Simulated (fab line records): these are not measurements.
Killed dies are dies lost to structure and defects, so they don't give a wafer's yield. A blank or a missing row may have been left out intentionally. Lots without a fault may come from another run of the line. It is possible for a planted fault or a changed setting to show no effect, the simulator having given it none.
fab line records	flow gf180mcu
record: lots: 5	wafers: 23
route steps=602 shown HV_LDD@232 PSD@254 CONTACT@309 M1@326 V1@344 M2@365 M3@413
start-h: the number of hours between the record's first day and the start of the first shown wafer of the lot	wait-h: time in hours since the lot's previous step	" as in the row above	L1.1+2: one row covering several wafers at once	- no value, or no start given	* or withheld: withheld	< > ~ a bound
route shown NAME@n: NAME is a module with steps in the file, n the number in the route of the first one	usual: mean and standard deviation over wafers with no fault	same: alike in all rows	chamber/n: place in a boat	sites: each site's reading	_std_site: standard deviation of those values	_edge_site: inner sites' mean taken away from outer sites' mean	radius-mm: how far each site lies from the wafer's centre	mask NAME#n: copy n	behind: tool/chamber where the wafer was last shaped	hold: what put the lot on hold/how long, in hours/how the hold closed	device: the n, p or np transistor that did not switch	end of line: the tests these same wafers got at the end of their route	a step without rows: its recipe alone	killed: not the wafer's yield, but the dies lost to structure and defects at the first sort	map: a wafer's dies, x killed, . not, _ none there
set.NAME: the setting that was run; set.NAME@STEP: the one run at that earlier step	model.NAME: the simulator's own value behind a step, which no gauge read
lots run with intentionally changed settings; tables by step, rows by wafer
== steps ==
step: GF_HV_LDD_CVD_56
recipe: material: Si3N4	precursor: DCS/NH3	target-thk-nm: 90	temp-c: 770	time-s: 1543	pressure-mtorr: 250
lot.wafer	tool	chamber	start-h	wait-h	set.temp-c
L077.2+3+4+5+6	-	-	-	0.0	770
L076.1+2+3+5+6	-	-	-	0.1	764.4
L081.2+3+4	lpcvd-01	1	334.10	0.0	770
L080.2+3+4+5+6	-	-	-	0.0	767.7
L083.2+3+4+5+6	-	-	-	0.0	775.4
step: GF_HV_LDD_ETCHBACK_58
recipe: chemistry: CH3F/O2	target: Si3N4	stop-on: SiO2	source-w: 400	bias-w: 80	pressure-mtorr: 25	ch3f-flow-sccm: 40	O2_flow_sccm: 30	time-s: 100	target-depth-a: 900
usual: oes-product-au: 0.844/0.0056
lot.wafer	tool	chamber	start-h	wait-h	set.source-w	set.temp-c@HV_LDD_CVD_56	oes-product-au
L077.2	rie-diel-03	3	304.96	0.0	400	770	0.841
L077.3	"	2	"	"	400	770	0.848
L077.4	"	1	"	"	445.5	770	0.852
L077.5	"	2	"	"	400	770	0.840
L077.6	"	1	"	"	445.5	770	0.845
L076.1	rie-diel-01	3	306.25	0.1	370.9	764.4	0.803
L076.2	"	1	"	"	400	764.4	0.811
L076.3	"	2	"	"	370.9	764.4	0.801
L076.5	"	2	"	"	400	764.4	0.806
L076.6	"	3	"	"	370.9	764.4	0.803
L081.2	rie-diel-01	0	335.59	0.0	400	770	0.856
L081.3	"	2	"	"	400	770	0.845
L081.4	"	3	"	"	400	770	0.847
L080.2	rie-diel-02	0	342.00	0.0	400	767.7	0.815
L080.3	"	2	"	"	400	767.7	0.823
L080.4	"	3	"	"	368.3	767.7	0.824
L080.5	"	3	"	"	368.3	767.7	0.823
L080.6	"	0	"	"	368.3	767.7	0.820
L083.2	rie-diel-02	2	352.74	0.0	400	775.4	0.883
L083.3	"	0	"	"	400	775.4	0.887
L083.4	"	3	"	"	400	775.4	0.893
L083.5	"	0	"	"	400	775.4	0.887
L083.6	"	1	"	"	400	775.4	0.893
step: GF_PSD_DEVELOP_06
recipe: develop-time-s: 60	dev-temp-c: 23
lot.wafer	tool	chamber	start-h	wait-h	set.develop-time-s
L077.2+5	litho-track-03	0	346.44	0.1	55.01
L077.3+4+6	"	0	"	"	60
L076.1+2+6	litho-track-01	0	348.73	0.1	60
L076.3+5	"	0	"	"	68.22
L081.2+3+4	litho-track-01	0	379.65	0.1	60
L080.2+3+6	litho-track-03	0	385.54	0.1	60
L080.4+5	"	0	"	"	54.08
L083.2+3+6	litho-track-01	0	397.55	0.1	67.37
L083.4+5	"	0	"	"	60
step: GF_PSD_CD_MEAS_07
recipe: target-cd-nm: 400
usual: cd-nm: 400.7/1.7
lot.wafer	tool	chamber	start-h	wait-h	set.develop-time-s@PSD_DEVELOP_06	cd-nm
L077.2	cd-sem-02	-	346.58	0.1	55.01	390.2
L077.3	"	-	"	"	60	402.1
L077.4	"	-	"	"	60	400.8
L077.5	"	-	"	"	55.01	393.3
L077.6	"	-	"	"	60	400.8
L076.1	cd-sem-02	-	348.88	0.1	60	400.4
L076.2	"	-	"	"	60	400.4
L076.3	"	-	"	"	68.22	411.4
L076.5	"	-	"	"	68.22	413.4
L076.6	"	-	"	"	60	397.0
L081.2	cd-sem-02	-	379.80	0.1	60	402.3
L081.3	"	-	"	"	60	401.5
L081.4	"	-	"	"	60	403.2
L080.2	cd-sem-02	-	385.68	0.1	60	400.3
L080.3	"	-	"	"	60	400.5
L080.4	"	-	"	"	54.08	389.0
L080.5	"	-	"	"	54.08	389.9
L080.6	"	-	"	"	60	400.5
L083.2	cd-sem-02	-	397.70	0.1	67.37	410.9
L083.3	"	-	"	"	67.37	410.4
L083.4	"	-	"	"	60	400.4
L083.5	"	-	"	"	60	402.7
L083.6	"	-	"	"	67.37	411.4
step: GF_PSD_IMPLANT_09
recipe: species: BF2	energy-kev: 40	dose-cm2: 1.5e+15	tilt-deg: 7
lot.wafer	tool	chamber	start-h	wait-h	set.energy-kev	model.implant.rp-nm	model.implant.drp-nm
L077.2+3+4+5+6	implanter-01	0	346.75	0.0	40	29.37	15.87
L076.1+3+5	implanter-01	0	349.04	0.0	37.93	29	15.29
L076.2+6	"	0	"	"	40	30.29	15.87
L081.2+3+4	implanter-04	0	379.96	0.0	40	30.49	15.87
L080.2+3+4+5+6	implanter-03	0	385.84	0.0	40	30.57	15.87
L083.2+4+5	implanter-03	0	397.86	0.0	42.77	32.78	16.63
L083.3+6	"	0	"	"	40	31.03	15.87
step: GF_PSD_STRIP_10
recipe: chemistry: O2/N2	power-w: 1400	pressure-mtorr: 1500	platen-temp-c: 250	o2-flow-sccm: 3000	n2-flow-sccm: 300	overash-fraction: 0.5
usual: strip-time-to-endpoint-s: 16.55/0.04
lot.wafer	tool	chamber	start-h	wait-h	set.energy-kev@PSD_IMPLANT_09	strip-time-to-endpoint-s
L077.2	plasma-asher-04	1	346.87	0.1	40	16.52
L077.3	"	1	"	"	40	16.48
L077.4	"	0	"	"	40	16.51
L077.5	"	1	"	"	40	16.48
L077.6	"	0	"	"	40	16.49
L076.1	plasma-asher-04	0	349.19	0.1	37.93	16.40
L076.2	"	1	"	"	40	16.61
L076.3	"	1	"	"	37.93	16.41
L076.5	"	0	"	"	37.93	16.42
L076.6	"	1	"	"	40	16.66
L081.2	plasma-asher-02	1	380.09	0.1	40	16.54
L081.3	"	0	"	"	40	16.56
L081.4	"	1	"	"	40	16.54
L080.2	plasma-asher-04	1	385.97	0.1	40	16.64
L080.3	"	0	"	"	40	16.56
L080.4	"	1	"	"	40	16.60
L080.5	"	1	"	"	40	16.58
L080.6	"	0	"	"	40	16.59
L083.2	plasma-asher-04	0	397.99	0.1	42.77	16.86
L083.3	"	1	"	"	40	16.60
L083.4	"	0	"	"	42.77	16.87
L083.5	"	1	"	"	42.77	16.88
L083.6	"	0	"	"	40	16.61
step: GF_PSD_TW_MEAS_11
usual: PSD_TW: 3147/15
lot.wafer	tool	chamber	start-h	wait-h	set.energy-kev@PSD_IMPLANT_09	PSD_TW
L077.2	film-metro-01	-	346.98	0.1	40	3149
L077.3	"	-	"	"	40	3139
L077.4	"	-	"	"	40	3123
L077.5	"	-	"	"	40	3138
L077.6	"	-	"	"	40	3151
L076.1	film-metro-04	-	349.29	0.1	37.93	3098
L076.2	"	-	"	"	40	3145
L076.3	"	-	"	"	37.93	3094
L076.5	"	-	"	"	37.93	3109
L076.6	"	-	"	"	40	3157
L081.2	film-metro-04	-	380.20	0.1	40	3146
L081.3	"	-	"	"	40	3154
L081.4	"	-	"	"	40	3153
L080.2	film-metro-04	-	386.08	0.1	40	3139
L080.3	"	-	"	"	40	3151
L080.4	"	-	"	"	40	3148
L080.5	"	-	"	"	40	3128
L080.6	"	-	"	"	40	3141
L083.2	film-metro-01	-	398.10	0.1	42.77	3181
L083.3	"	-	"	"	40	3142
L083.4	"	-	"	"	42.77	3208
L083.5	"	-	"	"	42.77	3196
L083.6	"	-	"	"	40	3133
step: GF_PSD_CLEAN_12
recipe: chemistry: SC1/SC2	mix: 1:4:20	temp-c: 70	time-s: 150	dry: n2-spin
step: GF_PSD_RTA_13
recipe: temp-c: 1025	time-s: 20	ambient: N2
step: GF_PSD_RS_MEAS_15
recipe: thk-meas-gauge: four-point-probe
usual: PSD_RS: 108.42/0.25
lot.wafer	tool	chamber	start-h	wait-h	set.energy-kev@PSD_IMPLANT_09	PSD_RS[ohm/sq]
L077.2	film-metro-02	-	347.30	0.1	40	108.41
L077.3	"	-	"	"	40	108.49
L077.4	"	-	"	"	40	108.46
L077.5	"	-	"	"	40	108.21
L077.6	"	-	"	"	40	108.63
L076.1	film-metro-02	-	349.60	0.1	37.93	111.26
L076.2	"	-	"	"	40	108.34
L076.3	"	-	"	"	37.93	110.97
L076.5	"	-	"	"	37.93	111.13
L076.6	"	-	"	"	40	108.52
L081.2	film-metro-04	-	380.53	0.1	40	108.07
L081.3	"	-	"	"	40	108.31
L081.4	"	-	"	"	40	108.06
L080.2	film-metro-04	-	386.41	0.1	40	108.34
L080.3	"	-	"	"	40	108.06
L080.4	"	-	"	"	40	108.06
L080.5	"	-	"	"	40	108.25
L080.6	"	-	"	"	40	108.39
L083.2	film-metro-04	-	398.42	0.1	42.77	104.85
L083.3	"	-	"	"	40	108.35
L083.4	"	-	"	"	42.77	104.67
L083.5	"	-	"	"	42.77	104.60
L083.6	"	-	"	"	40	108.27
step: GF_CONTACT_SPUTTER_22
recipe: material: Ti	target-thk-nm: 15	chamber-pressure-pa: 5	power-w: 2500	substrate-temp-c: 200	time-s: 80.02
lot.wafer	tool	chamber	start-h	wait-h	set.time-s	model.Ti_of_CONTACT_SPUTTER_22.thk-nm
L077.2	pvd-sputter-04	-	393.65	0.0	89.79	16.63
L077.3	"	-	"	"	80.02	14.9
L077.4	"	-	"	"	89.79	16.76
L077.5	"	-	"	"	80.02	14.87
L077.6	"	-	"	"	80.02	14.95
L076.1	pvd-sputter-02	-	396.20	0.0	74.18	13.85
L076.2	"	-	"	"	74.18	13.9
L076.3	"	-	"	"	80.02	15.35
L076.5	"	-	"	"	80.02	15.36
L076.6	"	-	"	"	74.18	13.99
L081.2	pvd-sputter-03	-	429.33	0.0	80.02	14.99
L081.3	"	-	"	"	80.02	15
L081.4	"	-	"	"	80.02	15.09
L080.2	pvd-sputter-03	-	435.63	0.0	70.77	13.29
L080.3	"	-	"	"	80.02	14.9
L080.4	"	-	"	"	80.02	14.87
L080.5	"	-	"	"	70.77	13.35
L080.6	"	-	"	"	80.02	14.94
L083.2	pvd-sputter-04	-	447.89	0.0	80.02	15.03
L083.3	"	-	"	"	86.58	16.52
L083.4	"	-	"	"	80.02	15.23
L083.5	"	-	"	"	80.02	15.26
L083.6	"	-	"	"	86.58	16.45
step: GF_M1_EXPOSE_11
recipe: mask-id: Metal1	target-cd-nm: 230	na: 0.68	source-shape: conventional	sigma-outer: 0.6	dose-mj: 28
lot.wafer	tool	chamber	start-h	wait-h	mask	set.dose-mj
L077.2+3+4+5+6	krf-scanner-02	0	-	-	Metal1#0	28
L076.1+3+6	krf-scanner-01	0	-	-	Metal1#0	28
L076.2+5	"	0	"	"	Metal1#0	26.14
L081.2+3+4	krf-scanner-02	0	-	-	Metal1#0	28
L080.2+3+4+5+6	krf-scanner-01	0	-	-	Metal1#0	28
L083.2+4	krf-scanner-01	0	-	-	Metal1#0	28
L083.3+5+6	"	0	"	"	Metal1#0	29.96
step: GF_M1_PEB_12
recipe: peb-temp-c: 135	peb-time-s: 88.35	resist: KrF
step: GF_M1_DEVELOP_13
recipe: develop-time-s: 60	dev-temp-c: 21
step: GF_M1_CD_MEAS_14
recipe: target-cd-nm: 230
usual: cd-nm: 230.4/1.3
lot.wafer	tool	chamber	start-h	wait-h	set.dose-mj@M1_EXPOSE_11	cd-nm
L077.2	cd-sem-02	-	418.10	0.1	28	231.5
L077.3	"	-	"	"	28	232.0
L077.4	"	-	"	"	28	232.7
L077.5	"	-	"	"	28	233.0
L077.6	"	-	"	"	28	231.1
L076.1	cd-sem-02	-	420.21	0.1	28	229.0
L076.2	"	-	"	"	26.14	239.6
L076.3	"	-	"	"	28	229.0
L076.5	"	-	"	"	26.14	240.9
L076.6	"	-	"	"	28	228.5
L081.2	cd-sem-02	-	454.49	0.1	28	231.3
L081.3	"	-	"	"	28	230.4
L081.4	"	-	"	"	28	230.9
L080.2	cd-sem-02	-	460.04	0.1	28	229.0
L080.3	"	-	"	"	28	229.1
L080.4	"	-	"	"	28	230.1
L080.5	"	-	"	"	28	229.1
L080.6	"	-	"	"	28	230.2
L083.2	cd-sem-02	-	472.79	0.1	28	231.2
L083.3	"	-	"	"	29.96	221.4
L083.4	"	-	"	"	28	231.5
L083.5	"	-	"	"	29.96	220.9
L083.6	"	-	"	"	29.96	220.9
step: GF_M1_METAL_ETCH_16
recipe: chemistry: Cl2/BCl3	mask-material: KrF	target-depth-nm: 627.5	stop-on: SiO2	pressure-mtorr: 8	icp-w: 800	bias-w: 140	Cl2_flow_sccm: 80	bcl3-flow-sccm: 40	time-s: 104.6
lot.wafer	tool	chamber	start-h	wait-h	set.icp-w	set.dose-mj@M1_EXPOSE_11	model.M1.cd-nm	model.KrF_of_M1_COAT_09.thk-nm
L077.2	rie-metal-02	0	418.23	0.0	828.3	28	231	735.1
L077.3	"	0	"	"	800	28	230.3	742.9
L077.4	"	1	"	"	800	28	229.7	735.2
L077.5	"	1	"	"	828.3	28	230.5	728
L077.6	"	0	"	"	800	28	229.4	741.3
L076.1	rie-metal-04	0	420.37	0.0	800	28	227.3	734
L076.2	"	1	"	"	876.8	26.14	238.8	714.9
L076.3	"	0	"	"	800	28	226.5	738.2
L076.5	"	1	"	"	800	26.14	238.3	738.3
L076.6	"	0	"	"	876.8	28	223.1	716.1
L081.2	rie-metal-02	1	454.62	0.0	800	28	230.6	734
L081.3	"	0	"	"	800	28	232.3	741
L081.4	"	1	"	"	800	28	231.4	732.3
L080.2	rie-metal-04	0	460.17	0.0	865.2	28	231.5	718.4
L080.3	"	0	"	"	800	28	226.4	-
L080.4	"	1	"	"	800	28	232.6	740.1
L080.5	"	0	"	"	865.2	28	229.6	-
L080.6	"	1	"	"	865.2	28	231.6	-
L083.2	rie-metal-04	1	472.96	0.1	707.3	28	235.1	761.4
L083.3	"	1	"	"	707.3	29.96	227.4	761.9
L083.4	"	1	"	"	800	28	236.2	738.7
L083.5	"	1	"	"	707.3	29.96	222.9	761.7
L083.6	"	1	"	"	800	29.96	224.5	737.1
step: GF_M1_STRIP_17
recipe: chemistry: O2/N2	power-w: 1400	pressure-mtorr: 1500	platen-temp-c: 250	o2-flow-sccm: 3000	n2-flow-sccm: 300	overash-fraction: 0.5
usual: strip-time-to-endpoint-s: 7.89/0.035
lot.wafer	tool	chamber	start-h	wait-h	set.icp-w@M1_METAL_ETCH_16	strip-time-to-endpoint-s
L077.2	plasma-asher-01	0	418.35	0.1	828.3	7.87
L077.3	"	1	"	"	800	7.94
L077.4	"	0	"	"	800	7.88
L077.5	"	0	"	"	828.3	7.81
L077.6	"	1	"	"	800	7.94
L076.1	plasma-asher-04	1	420.48	0.1	800	7.87
L076.2	"	0	"	"	876.8	7.69
L076.3	"	0	"	"	800	7.92
L076.5	"	1	"	"	800	7.93
L076.6	"	0	"	"	876.8	7.68
L081.2	plasma-asher-01	1	454.74	0.1	800	7.86
L081.3	"	1	"	"	800	7.95
L081.4	"	0	"	"	800	7.85
L080.2	plasma-asher-04	0	460.28	0.1	865.2	7.70
L080.3	"	1	"	"	800	7.87
L080.4	"	0	"	"	800	7.93
L080.5	"	0	"	"	865.2	7.72
L080.6	"	1	"	"	865.2	7.71
L083.2	plasma-asher-01	1	473.15	0.1	707.3	8.13
L083.3	"	1	"	"	707.3	8.13
L083.4	"	0	"	"	800	7.91
L083.5	"	0	"	"	707.3	8.17
L083.6	"	1	"	"	800	7.89
step: GF_V1_COAT_09
recipe: resist: KrF	spin-rpm: withheld	resist-thk-nm: 1000
lot.wafer	tool	chamber	start-h	wait-h	set.resist-thk-nm	model.KrF_of_V1_COAT_09.thk-nm
L077.2	litho-track-03	0	-	-	1000	1005
L077.3+6	"	0	"	"	1000	1004
L077.4	"	0	"	"	1000	1002
L077.5	"	0	"	"	1000	1001
L076.1	litho-track-03	0	-	-	964.8	968.6
L076.2	"	0	"	"	1000	1003
L076.3	"	0	"	"	964.8	966.4
L076.5+6	"	0	"	"	1000	1002
L081.2	litho-track-04	0	-	-	1000	998.5
L081.3	"	0	"	"	1000	997.2
L081.4	"	0	"	"	1000	995.4
L080.2	litho-track-01	0	-	-	1024	1023
L080.3	"	0	"	"	1000	997.1
L080.4	"	0	"	"	1000	998
L080.5	"	0	"	"	1000	993.7
L080.6	"	0	"	"	1024	1024
L083.2+5	litho-track-03	0	-	-	953.5	956.4
L083.3	"	0	"	"	1000	999
L083.4	"	0	"	"	1000	999.5
L083.6	"	0	"	"	953.5	952.5
step: GF_M2_SPUTTER_03
recipe: material: Ti	target-thk-nm: 10	substrate-temp-c: 300	chamber-pressure-pa: 0.3	power-w: 3000	time-s: 6.7
lot.wafer	tool	chamber	start-h	wait-h	set.power-w	model.Ti_of_M2_SPUTTER_03.thk-nm
L077.2	pvd-sputter-01	-	445.38	0.0	3000	9.759
L077.3	"	-	"	"	3000	9.938
L077.4	"	-	"	"	3000	9.898
L077.5	"	-	"	"	3000	9.717
L077.6	"	-	"	"	3000	9.838
L076.1	pvd-sputter-01	-	447.49	0.0	3000	9.93
L076.2	"	-	"	"	3000	10.09
L076.3	"	-	"	"	3000	9.917
L076.5	"	-	"	"	3000	10.07
L076.6	"	-	"	"	3000	9.963
L081.2	pvd-sputter-04	-	482.08	0.0	3000	9.998
L081.3	"	-	"	"	3000	9.984
L081.4	"	-	"	"	3000	10.09
L080.2	pvd-sputter-04	-	487.71	0.0	3000	10.01
L080.3	"	-	"	"	3219	10.8
L080.4	"	-	"	"	3219	10.87
L080.5	"	-	"	"	3000	9.958
L080.6	"	-	"	"	3219	10.84
L083.2	pvd-sputter-04	-	499.74	0.0	2807	9.632
L083.3	"	-	"	"	2807	9.264
L083.4	"	-	"	"	3000	9.948
L083.5	"	-	"	"	3000	10.21
L083.6	"	-	"	"	3000	10.03
step: GF_M3_SPUTTER_04
recipe: material: TiN	target-thk-nm: 50	power-w: 6500	time-s: 41.7	chamber-pressure-pa: 0.4
lot.wafer	tool	chamber	start-h	wait-h	set.power-w	model.TiN_of_M3_SPUTTER_04.thk-nm
L077.2	pvd-sputter-02	-	496.70	0.0	6500	49.63
L077.3	"	-	"	"	6500	49.64
L077.4	"	-	"	"	6880	52.85
L077.5	"	-	"	"	6880	53.72
L077.6	"	-	"	"	6880	51.89
L076.1	pvd-sputter-01	-	498.30	0.0	6969	53.5
L076.2	"	-	"	"	6500	48.82
L076.3	"	-	"	"	6969	52.81
L076.5	"	-	"	"	6500	48.88
L076.6	"	-	"	"	6500	49.2
L081.2	pvd-sputter-03	-	532.36	0.0	6500	49.34
L081.3	"	-	"	"	6500	49.72
L081.4	"	-	"	"	6500	50
L080.2	pvd-sputter-01	-	537.91	0.0	6500	50.1
L080.3	"	-	"	"	5815	44.71
L080.4	"	-	"	"	5815	45.76
L080.5	"	-	"	"	6500	50.3
L080.6	"	-	"	"	6500	50.66
L083.2	pvd-sputter-02	-	548.90	0.0	6899	52.81
L083.3	"	-	"	"	6899	52.88
L083.4	"	-	"	"	6500	49.18
L083.5	"	-	"	"	6500	49.85
L083.6	"	-	"	"	6899	53.12
step: GF_M3_EXPOSE_11
recipe: mask-id: Metal3	target-cd-nm: 280	na: 0.68	source-shape: conventional	sigma-outer: 0.6	dose-mj: 28
lot.wafer	tool	chamber	start-h	wait-h	mask	set.dose-mj
L077.2+3+5	krf-scanner-02	0	-	-	Metal3#0	28
L077.4+6	"	0	"	"	Metal3#0	28.65
L076.1+2+6	krf-scanner-01	0	-	-	Metal3#0	28
L076.3+5	"	0	"	"	Metal3#0	26.45
L081.2+3+4	krf-scanner-02	0	-	-	Metal3#0	28
L080.2+3+4+5+6	krf-scanner-01	0	-	-	Metal3#0	28
L083.2+3+5	krf-scanner-01	0	-	-	Metal3#0	26.49
L083.4+6	"	0	"	"	Metal3#0	28
step: GF_M3_PEB_12
recipe: peb-temp-c: 135	peb-time-s: 90	resist: KrF
step: GF_M3_DEVELOP_13
recipe: develop-time-s: 57.74	dev-temp-c: 21
lot.wafer	tool	chamber	start-h	wait-h	set.dose-mj@M3_EXPOSE_11	model.M3.cd-nm
L077.2	litho-track-02	0	519.84	0.2	28	281
L077.3	"	0	"	"	28	281.3
L077.4	"	0	"	"	28.65	277.6
L077.5	"	0	"	"	28	281.4
L077.6	"	0	"	"	28.65	276.9
L076.1	litho-track-04	0	522.11	0.2	28	279.7
L076.2	"	0	"	"	28	279.2
L076.3	"	0	"	"	26.45	287.4
L076.5	"	0	"	"	26.45	288.5
L076.6	"	0	"	"	28	279.5
L081.2	litho-track-04	0	554.98	0.2	28	280.9
L081.3	"	0	"	"	28	281
L081.4	"	0	"	"	28	280.2
L080.2	litho-track-02	0	560.44	0.2	28	279.6
L080.3	"	0	"	"	28	279
L080.4	"	0	"	"	28	280.3
L080.5	"	0	"	"	28	279.3
L080.6	"	0	"	"	28	278.8
L083.2	litho-track-02	0	570.79	0.2	26.49	287.4
L083.3	"	0	"	"	26.49	288.6
L083.4	"	0	"	"	28	279.6
L083.5	"	0	"	"	26.49	287.3
L083.6	"	0	"	"	28	279.3
step: GF_M3_CD_MEAS_14
recipe: target-cd-nm: 280
usual: cd-nm: 280.1/1
lot.wafer	tool	chamber	start-h	wait-h	set.dose-mj@M3_EXPOSE_11	cd-nm
L077.2	cd-sem-01	-	519.99	0.1	28	280.9
L077.3	"	-	"	"	28	281.4
L077.4	"	-	"	"	28.65	277.9
L077.5	"	-	"	"	28	281.3
L077.6	"	-	"	"	28.65	276.7
L076.1	cd-sem-01	-	522.26	0.1	28	279.4
L076.2	"	-	"	"	28	279.5
L076.3	"	-	"	"	26.45	287.7
L076.5	"	-	"	"	26.45	288.9
L076.6	"	-	"	"	28	279.6
L081.2	cd-sem-02	-	555.13	0.1	28	280.8
L081.3	"	-	"	"	28	280.8
L081.4	"	-	"	"	28	279.8
L080.2	cd-sem-02	-	560.59	0.1	28	279.8
L080.3	"	-	"	"	28	279.0
L080.4	"	-	"	"	28	280.0
L080.5	"	-	"	"	28	279.4
L080.6	"	-	"	"	28	278.8
L083.2	cd-sem-01	-	570.94	0.1	26.49	287.6
L083.3	"	-	"	"	26.49	288.5
L083.4	"	-	"	"	28	279.7
L083.5	"	-	"	"	26.49	287.8
L083.6	"	-	"	"	28	279.5
== key ==
split: step: GF_HV_LDD_CVD_56	setting: temp-c	stated: 770	by: lot
response: step: GF_HV_LDD_ETCHBACK_58	reading: oes-product-au	change: +0.0604	per: 1%	r: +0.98
split: step: GF_HV_LDD_ETCHBACK_58	setting: source-w	stated: 400	by: wafer
response none clear
split: step: GF_PSD_DEVELOP_06	setting: develop-time-s	stated: 60	by: wafer
response: step: GF_PSD_CD_MEAS_07	reading: cd-nm	change: +0.956	per: 1%	r: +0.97
split: step: GF_PSD_IMPLANT_09	setting: energy-kev	stated: 40	by: wafer
response: step: GF_PSD_IMPLANT_09	reading: model.implant.rp-nm	change: +0.251	per: 1%	r: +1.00
response: step: GF_PSD_IMPLANT_09	reading: model.implant.drp-nm	change: +0.111	per: 1%	r: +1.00
response: step: GF_PSD_STRIP_10	reading: strip-time-to-endpoint-s	change: *	per: 1%	r: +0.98
response: step: GF_PSD_TW_MEAS_11	reading: PSD_TW	change: +8.81	per: 1%	r: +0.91
response: step: GF_PSD_RS_MEAS_15	reading: PSD_RS	change: -0.52	per: 1%	r: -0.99
split: step: GF_CONTACT_SPUTTER_22	setting: time-s	stated: 80.02	by: wafer
response: step: GF_CONTACT_SPUTTER_22	reading: model.Ti_of_CONTACT_SPUTTER_22.thk-nm	change: +0.152	per: 1%	r: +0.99
split: step: GF_M1_EXPOSE_11	setting: dose-mj	stated: 28	by: wafer
response: step: GF_M1_CD_MEAS_14	reading: cd-nm	change: -1.59	per: 1%	r: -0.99
response: step: GF_M1_METAL_ETCH_16	reading: model.M1.cd-nm	change: -1.73	per: 1%	r: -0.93
split: step: GF_M1_METAL_ETCH_16	setting: icp-w	stated: 800	by: wafer
response: step: GF_M1_METAL_ETCH_16	reading: model.KrF_of_M1_COAT_09.thk-nm	change: -2.19	per: 1%	r: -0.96
response: step: GF_M1_STRIP_17	reading: strip-time-to-endpoint-s	change: *	per: 1%	r: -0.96
split: step: GF_V1_COAT_09	setting: resist-thk-nm	stated: 1000	by: wafer
response: step: GF_V1_COAT_09	reading: model.KrF_of_V1_COAT_09.thk-nm	change: +9.87	per: 1%	r: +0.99
split: step: GF_M2_SPUTTER_03	setting: power-w	stated: 3000	by: wafer
response: step: GF_M2_SPUTTER_03	reading: model.Ti_of_M2_SPUTTER_03.thk-nm	change: +0.108	per: 1%	r: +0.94
split: step: GF_M3_SPUTTER_04	setting: power-w	stated: 6500	by: wafer
response: step: GF_M3_SPUTTER_04	reading: model.TiN_of_M3_SPUTTER_04.thk-nm	change: +0.527	per: 1%	r: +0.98
split: step: GF_M3_EXPOSE_11	setting: dose-mj	stated: 28	by: wafer
response: step: GF_M3_DEVELOP_13	reading: model.M3.cd-nm	change: -1.56	per: 1%	r: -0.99
response: step: GF_M3_CD_MEAS_14	reading: cd-nm	change: -1.58	per: 1%	r: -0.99
